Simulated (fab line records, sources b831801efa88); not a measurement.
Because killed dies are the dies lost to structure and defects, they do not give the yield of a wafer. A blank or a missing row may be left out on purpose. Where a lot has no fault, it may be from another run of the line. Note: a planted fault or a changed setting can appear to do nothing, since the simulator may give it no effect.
Struck lot and sound lot, side by side | flow sfqLine | 19 out of 325 route steps
Sound: these wafers, L162.1, L162.2, L162.6. Struck: wafer L168.4 (left out: L168.2, L168.5 of the same lot, which were not struck); the cause appears at the end.
Per side, at each step with rows, come the tool, then ch with its chambers, and then its first start. Under that, the readings that differ: sound wafers | struck wafers | difference of the means | sigmas: that difference in standard deviations of wafers without a fault.
alike: a reading whose means differ by less than 2 such deviations, as well as words and numbers matching on both sides. not compared: withheld readings; readings where some wafer has no value; bounds like >300 that might hide an equal value; numbers whose values overlap and for which the record gives no deviation.
The two part at a step that has a row with sigmas, a row that says differs or no value, or rows on one side only. Numbers that have no deviation but don't overlap get no sigmas and don't part them. A reading that every wafer of one side lacks parts them only if that side has two wafers or more.

first, 4 steps without rows for these wafers: SFQ_TRILAYER_L0_LITHO_SOFTBAKE_009; SFQ_TRILAYER_L0_LITHO_EXPOSE_006 (exposes mask L0, target cd 2000 nm); SFQ_TRILAYER_L0_LITHO_PEB_008 (peb time 60 s); SFQ_TRILAYER_L0_LITHO_DEVELOP_007 (time 60 s).
SFQ_TRILAYER_L0_BARC_OPEN_METAL_ETCH_010: etches BARC in O2, target depth 125 nm, time 41.7 s.
  sound on rieMetal-02 ch 0,1, day 2 12:47; struck on rieMetal-01 ch 1, day 5 22:18
  alike: drypumpMotorCurrentA, oesProductAu, rfFwdPowerW
  not compared: rfHoursCounterH
SFQ_TRILAYER_L0_ETCH_METAL_ETCH_008: etches MoNx KI in SF6/O2, stops on SiO2, target depth 50 nm, time 25 s.
  sound on rieMetal-02 ch 0,1, day 2 12:50; struck on rieMetal-01 ch 1, day 5 22:22
  alike: drypumpMotorCurrentA, oesProductAu, rfFwdPowerW
  not compared: rfHoursCounterH
SFQ_TRILAYER_L0_STRIP_STRIP_009: strips in O2.
  sound on rieMetal-02 ch 0,1, day 2 12:53; struck on rieMetal-01 ch 1, day 5 22:24
reading             | sound             | struck | difference | sigmas
oesProductAu (a.u.) | 1.014 1.010 1.016 | 0.987  | -0.026     | -3
  alike: drypumpMotorCurrentA
  not compared: rfHoursCounterH
then, 1 step without rows for these wafers: SFQ_TRILAYER_L0_STRIP_SOLV_CLEAN_010 (cleans in NMP, time 600 s).
SFQ_TRILAYER_L0_CAP_PECVD_011: deposits SiO2 from SiH4/N2O, time 13.333 s, target thk 60 nm.
  sound on pecvd-04 ch 0,1, day 2 13:41; struck on pecvd-04 ch 1, day 5 23:11
  alike: heaterPowerW, rfFwdPowerW, throttleValvePct
then, 3 steps without rows for these wafers: SFQ_TRILAYER_L0_VIA_LITHO_COAT_018 (resist thk 62 nm); SFQ_TRILAYER_L0_VIA_LITHO_COAT_013 (resist thk 650 nm); SFQ_TRILAYER_L0_VIA_LITHO_SOFTBAKE_017.
-- the record jumps here: 4 days lie between the struck wafers' starts before and after --
SFQ_TRILAYER_L0_VIA_LITHO_EXPOSE_014: exposes mask L0V, target cd 700 nm.
  sound on krfScanner-02 ch 0, day 4 21:40; struck on krfScanner-01 ch 0, day 9 16:26
  alike: mask
then, 2 steps without rows for these wafers: SFQ_TRILAYER_L0_VIA_LITHO_PEB_016 (peb time 60 s); SFQ_TRILAYER_L0_VIA_LITHO_DEVELOP_015 (time 60 s).
SFQ_L0V_OVL_MEAS_903:
  sound: overlay-02 at day 4 23:10; struck: overlay-02 at day 9 17:44
  alike: L0V_OVL
SFQ_TRILAYER_L0_VIA_BARC_OPEN_VIA_ETCH_021: etches BARC in O2, target depth 125 nm, time 41.7 s.
  sound on rieDiel-01 ch 1,2,3, day 4 23:11; struck on rieDiel-04 ch 3, day 9 17:46
reading             | sound             | struck | difference | sigmas
oesProductAu (a.u.) | 0.689 0.684 0.677 | 0.696  | +0.013     | +3
model.L0V.cdNm (nm) | 698.5 699.6 699.6 | 737.7  | +38.5      | 
  alike: drypumpMotorCurrentA, rfFwdPowerW
  not compared: rfHoursCounterH
SFQ_TRILAYER_L0_VIA_ETCH_VIA_ETCH_016: etches SiO2 in CHF3, stops on MoNx KI, target depth 80 nm.
  sound on rieDiel-01 ch 1,2,3, day 4 23:14; struck on rieDiel-04 ch 3, day 9 17:48
reading             | sound             | struck | difference | sigmas
model.L0V.cdNm (nm) | 697.6 699.3 699.8 | 737.6  | +38.7      | 
  alike: drypumpMotorCurrentA, oesProductAu, rfFwdPowerW
SFQ_TRILAYER_L0_VIA_STRIP_STRIP_017: strips in O2.
  sound on rieMetal-04 ch 0,1, day 4 23:17; struck on rieMetal-01 ch 0, day 9 17:51
  alike: drypumpMotorCurrentA, oesProductAu
  not compared: rfHoursCounterH

WHERE THEY PART
First at SFQ_TRILAYER_L0_STRIP_STRIP_009; last, within this record, at SFQ_TRILAYER_L0_VIA_BARC_OPEN_VIA_ETCH_021. Later steps at which nothing parts them and some readings are alike: SFQ_TRILAYER_L0_VIA_ETCH_VIA_ETCH_016, SFQ_TRILAYER_L0_VIA_STRIP_STRIP_017.

WHY: what the simulator had put in
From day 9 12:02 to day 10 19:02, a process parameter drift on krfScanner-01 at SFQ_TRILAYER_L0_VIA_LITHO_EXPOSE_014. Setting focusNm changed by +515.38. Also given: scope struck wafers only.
